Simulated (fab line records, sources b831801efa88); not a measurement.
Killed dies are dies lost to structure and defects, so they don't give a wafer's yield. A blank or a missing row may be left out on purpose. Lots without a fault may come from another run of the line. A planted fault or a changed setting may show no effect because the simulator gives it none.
A struck lot beside a sound one | flow sky130 | 38 steps out of a route of 708
Sound: wafers L995.1, L995.2, L995.6. Struck: wafer L102.6. (L102.3 of the same lot was not struck and is left out.) The cause comes at the end.
At each step with rows: each side's tool, then ch and its chambers, then its first start. Under that, the readings that differ: sound wafers | struck wafers | difference of the means | sigmas: that difference in standard deviations of wafers without a fault.
alike: readings whose means differ by less than 2 such deviations, and words and numbers that are the same on both sides. not compared: withheld readings, readings that some wafer has no value for, bounds like >300 that may hide the same value, and numbers for which the record gives no deviation and whose values overlap.
The two part at a step that has a row with sigmas, a row that says differs or no value, or rows on one side only. Numbers that don't overlap but have no deviation are shown without sigmas and don't part them. A reading that every wafer of one side lacks parts them only if that side has two wafers or more.

first, 9 steps without rows for these wafers: SKY_VIA2_SPUTTER_20 (material TiN, target thk 20 nm, time 80 s); SKY_VIA2_CVD_21 (deposits W, target thk 420 nm, time 126.4 s); SKY_VIA2_CMP_24 (polishes, stops on SiO2, t overpolish 20 s, target thk 0 nm); SKY_METAL3_SPUTTER_00 (material Ti, target thk 15 nm, time 10 s); SKY_METAL3_SPUTTER_01 (material TiN, target thk 20 nm, time 16.7 s); SKY_METAL3_SPUTTER_02 (material AlCu, target thk 735 nm, time 39.1 s); SKY_METAL3_SPUTTER_03 (material Ti, target thk 5 nm, time 3.3 s); SKY_METAL3_SPUTTER_04 (material TiN, target thk 70 nm, time 58.3 s); SKY_CAPM_CVD_00 (deposits SiO2, target thk 15.5 nm).
SKY_CAPM_SPUTTER_02: material TiN, target thk 200 nm, time 166.7 s.
  sound on pvd_sputter-03, day 38 07:05; struck on pvd_sputter-03, day 39 08:02
  reading                                  | sound             | struck | difference | sigmas
  throttle_valve_pct (%)                   | 29.9 30.7 30.3    | 28.1   | -2.2       | -3
  model.TiN_of_CAPM_SPUTTER_02.thk_nm (nm) | 196.1 199.8 198.6 | 172.3  | -25.9      |
SKY_CAPM_RS_MEAS_03: measures by four-point-probe.
  sound on film_metro-03, day 38 07:12; struck on film_metro-02, day 39 08:11
  reading              | sound          | struck | difference | sigmas
  CAPM_TIN_RS (ohm/sq) | 7.05 6.93 6.96 | 8.05   | +1.07      | +11
SKY_CAPM_THK_MEAS_04: measures by xrf.
  sound on film_metro-03, day 38 07:19; struck on film_metro-02, day 39 08:17
  reading           | sound             | struck | difference | sigmas
  CAPM_TIN_THK (nm) | 199.4 202.9 202.1 | 175.6  | -25.9      | -9
then, 7 steps without rows for these wafers: SKY_CAPM_DEHYDRATE_05 (time 60 s); SKY_CAPM_HMDS_06 (prime time 60 s); SKY_CAPM_COAT_07 (resist thk 1140 nm); SKY_CAPM_SOFTBAKE_08 (time 60 s); SKY_CAPM_EXPOSE_09 (exposes mask CAPM, target cd 1000 nm); SKY_CAPM_PEB_10; SKY_CAPM_DEVELOP_11 (develop time 60 s).
SKY_CAPM_METAL_ETCH_13: etches TiN in Cl2/BCl3, stops on SiO2, target depth 220 nm, time 62.9 s.
  sound on rie_metal-01 ch 0,1, day 39 08:05; struck on rie_metal-04 ch 1, day 40 07:29
  reading                | sound                | struck | difference | sigmas
  oes_product_au (a.u.)  | 0.929 0.931 0.936    | 0.861  | -0.071     | -7
  throttle_valve_pct (%) | 21.904 21.903 21.900 | 21.950 | +0.048     | +4
  alike: bcl3_flow_sccm, drypump_motor_current_A, mfc_cl2_sccm
  not compared: rf_hours_counter_h
then, 16 steps without rows for these wafers: SKY_CAPM_STRIP_14 (strips in O2/N2); SKY_CAPM_STRIP_15 (strips in post etch residue remover, time 1200 s); SKY_CAPM_CLEAN_16 (cleans in IPA, time 180 s); SKY_CAPM_CLEAN_17 (cleans in O3/DIW); SKY_METAL3_DEHYDRATE_05 (time 60 s); SKY_METAL3_HMDS_06 (prime time 60 s); SKY_METAL3_COAT_07 (resist thk 60 nm); SKY_METAL3_COAT_08 (resist thk 1140 nm); SKY_METAL3_SOFTBAKE_09 (time 90 s); SKY_METAL3_EXPOSE_10 (exposes mask MM3, target cd 300 nm); SKY_METAL3_PEB_11; SKY_METAL3_DEVELOP_12 (develop time 60 s); SKY_METAL3_DESCUM_15 (chemistry O2, time 8 s); SKY_METAL3_ETCH_16 (etches BARC in N2/H2, stops on SiO2, time 88.2 s, target depth 60 nm); SKY_METAL3_ETCH_17 (etches SiO2 in C4F8/O2/Ar, stops on TiN, time 3.9 s, target depth 15 nm); SKY_METAL3_METAL_ETCH_18 (etches the open film in Cl2/BCl3, stops on SiO2, target depth 845 nm, time 183.1 s).
SKY_METAL3_STRIP_20: strips in post etch residue remover, time 1200 s.
  sound on wet_bench-03 ch 3, day 40 08:57; struck on wet_bench-01 ch 3, day 41 08:48
  reading                                  | sound           | struck | difference | sigmas
  model.TiN_of_CAPM_SPUTTER_02.thk_nm (nm) | 195.3 199 197.7 | 171.5  | -25.8      |
-- the record jumps here: 7 days lie between the struck wafers' starts before and after (it left off in module METAL3 and takes up again in module PAD_OPEN, whose first step shown is number 708 of the route) --
SKY_PAD_OPEN_PROBE_99:
  sound on prober-02, day 47 08:51; struck on prober-02, day 48 03:48
  reading                          | sound             | struck | difference | sigmas
  killed_at_M4_up                  | 0 3 3             | 8      | +6         | +4
  model.etest.cap_mim.plate_ohm_sq | 6.092 5.996 6.058 | 6.953  | +0.904     |
  alike: defect_limited_yield, killed_at_M0_to_M3, killed_at_contacts, killed_at_front_end, killed_dies, killed_open, killed_short, sort_bin_3_pad_short, sort_bin_5_function, sort_bin_6_memory, sort_n_pass, sort_yield_pct
  not compared: model.etest.cap_mim.bv_v, model.etest.cap_mim.leak_log10_a_cm2

WHERE THEY PART
First at SKY_CAPM_SPUTTER_02; last, within this record, at SKY_PAD_OPEN_PROBE_99.

WHY: what the simulator had put in
Process parameter drift: pvd_sputter-03, from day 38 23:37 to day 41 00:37, at SKY_CAPM_SPUTTER_02. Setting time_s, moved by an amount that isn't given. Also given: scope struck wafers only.
